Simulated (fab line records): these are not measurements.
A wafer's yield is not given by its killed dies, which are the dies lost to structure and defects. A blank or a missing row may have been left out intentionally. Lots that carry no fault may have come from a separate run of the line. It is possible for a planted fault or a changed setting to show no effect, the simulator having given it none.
Which of the tools did it?    flow sky130    15 lots, 45 wafers sampled, at 3 steps of a route of 708

## WHAT EACH GAUGE READ, for each wafer
SKY_SD_N_CD_MEAS_07: target cd 380 nm. Usual: cd-nm 380.6 nm, standard deviation 1.7.
lot   measured      on         cd-nm (nm)         flag
L151  day 28 08:28  cd-sem-02  378.2 377.3 378.7  
L153  day 28 20:19  cd-sem-01  380.2 382.9 380.3  
L154  day 29 16:16  cd-sem-01  380.8 378.1 376.5  
L158  day 31 07:47  cd-sem-01  380.2 382.3 379.4  
L160  day 31 14:50  cd-sem-02  381.1 380.6 382.5  
L161  day 31 23:50  cd-sem-02  381.4 381.3 382.8  
L162  day 32 08:13  cd-sem-02  382.8 382.0 384.9  
L163  day 32 16:50  cd-sem-01  382.7 382.5 382.1  
L164  day 33 13:25  cd-sem-02  382.3 380.8 378.1  
L165  day 33 12:29  cd-sem-01  380.4 381.5 381.5  
L166  day 33 14:04  cd-sem-02  379.7 381.4 380.9  
L167  day 33 15:02  cd-sem-02  380.1 380.4 381.9  
L172  day 34 23:04  cd-sem-02  381.8 380.9 381.1  
L173  day 35 08:35  cd-sem-02  379.6 378.9 381.2  
L174  day 35 12:53  cd-sem-02  379.6 380.7 378.5  

SKY_LOCAL_INTERCONNECT_RS_MEAS_01: a four-point-probe measurement. Usual: for LOCAL_INTERCONNECT_TIN_RS the level is 14.15 ohm/sq and the standard deviation is 0.15.
lot   measured      on             LOCAL_INTERCONNECT_TIN_RS (ohm/sq)  flag
L151  day 29 16:02  film-metro-03  14.28 14.30 14.35                   
L153  day 30 04:32  film-metro-03  13.92 13.88 13.89                   
L154  day 30 23:13  film-metro-02  14.18 14.18 14.19                   
L158  day 32 14:38  film-metro-03  13.89 13.91 13.86                   
L160  day 32 20:56  film-metro-03  14.15 14.39 14.04                   
L161  day 33 05:55  film-metro-01  13.98 14.11 14.02                   
L162  day 33 15:28  film-metro-01  14.00 14.04 13.93                   
L163  day 33 22:15  film-metro-03  14.24 14.15 14.11                   
L164  day 34 19:32  film-metro-02  14.27 14.26 14.11                   
L165  day 34 18:03  film-metro-01  14.16 14.05 14.03                   
L166  day 34 20:39  film-metro-02  14.22 14.24 14.19                   
L167  day 34 20:49  film-metro-01  14.10 14.01 14.02                   
L172  day 36 04:13  film-metro-02  14.30 14.44 14.38                   
L173  day 36 14:04  film-metro-03  14.20 14.21 14.23                   
L174  day 36 17:55  film-metro-01  14.16 14.06 14.17                   

## TOOL THAT RAN EACH LOT (tool first, then ch and the chambers of the sampled wafers, then the start)
lot   SKY_VT_ADJUST_PCH_EXPOSE_04
L151  iline-stepper-01 ch 0, day 10 02:22
L153  iline-stepper-01 ch 0, day 10 13:14
L154  iline-stepper-01 ch 0, day 11 03:44
L158  iline-stepper-01 ch 0, day 12 10:08
L160  iline-stepper-01 ch 0, day 12 17:32
L161  iline-stepper-02 ch 0, day 13 04:37
L162  iline-stepper-01 ch 0, day 13 13:38
L163  iline-stepper-01 ch 0, day 13 20:31
L164  iline-stepper-01, day 14 05:26
L165  iline-stepper-01, day 14 09:38
L166  iline-stepper-02, day 14 19:10
L167  iline-stepper-02 ch 0, day 15 01:50
L172  iline-stepper-01 ch 0, day 16 13:50
L173  iline-stepper-02 ch 0, day 16 23:40
L174  iline-stepper-01 ch 0, day 17 08:37
- SKY_VT_ADJUST_PCH_EXPOSE_04: exposes mask NWM, target cd 840 nm.

## WHAT THE TOOLS THEMSELVES READ (means of the sampled wafers that have a number; where no wafer has one, the mark that the record gives instead)
SKY_VT_ADJUST_PCH_EXPOSE_04. Usual: exposure-dose-mJ-cm2 254.98, standard deviation 0.26; focus-offset-nm 0.0 nm, standard deviation 0.45.
lot   tool              exposure-dose-mJ-cm2  focus-offset-nm (nm)  flag
L151  iline-stepper-01  254.79                -0.4                  
L153  iline-stepper-01  254.88                0.2                   
L154  iline-stepper-01  254.75                -0.2                  
L158  iline-stepper-01  255.09                -0.1                  
L160  iline-stepper-01  255.02                0.3                   
L161  iline-stepper-02  254.92                0.3                   
L162  iline-stepper-01  255.26                -0.2                  
L163  iline-stepper-01  254.95                -0.0                  
L164  iline-stepper-01  -                     -                     OFF
L165  iline-stepper-01  -                     -                     OFF
L166  iline-stepper-02  -                     -                     OFF
L167  iline-stepper-02  255.34                -0.6                  
L172  iline-stepper-01  255.27                0.0                   
L173  iline-stepper-02  255.05                0.2                   
L174  iline-stepper-01  255.19                0.4                   

## THE ANSWER, worked out from the rows above alone
Rule: lot off if the mean of its wafers having a number is beyond 3 standard deviations from the usual mean. A lot without any number at a reading at which 4 lots or more have one is off too. Where the step has rows for the other lots, those lots are counted as sound. After the gauges, taken in route order, come the tools' own readings; for these a lot's mean is taken, as printed above. The first step at which some lot is off is used, and at that step the reading that is off furthest; a lot without a number counts as furthest.
Off: L164, L165, L166, at SKY_VT_ADJUST_PCH_EXPOSE_04 (exposure-dose-mJ-cm2). Without a number there: L164, L165, L166.
If a tool, at that step or one of the process steps before it, ran each lot that is off and ran no sound lot following the first of them, it fits. Not one of the candidates tried fits.

## WHAT THE SIMULATOR HAD PUT IN
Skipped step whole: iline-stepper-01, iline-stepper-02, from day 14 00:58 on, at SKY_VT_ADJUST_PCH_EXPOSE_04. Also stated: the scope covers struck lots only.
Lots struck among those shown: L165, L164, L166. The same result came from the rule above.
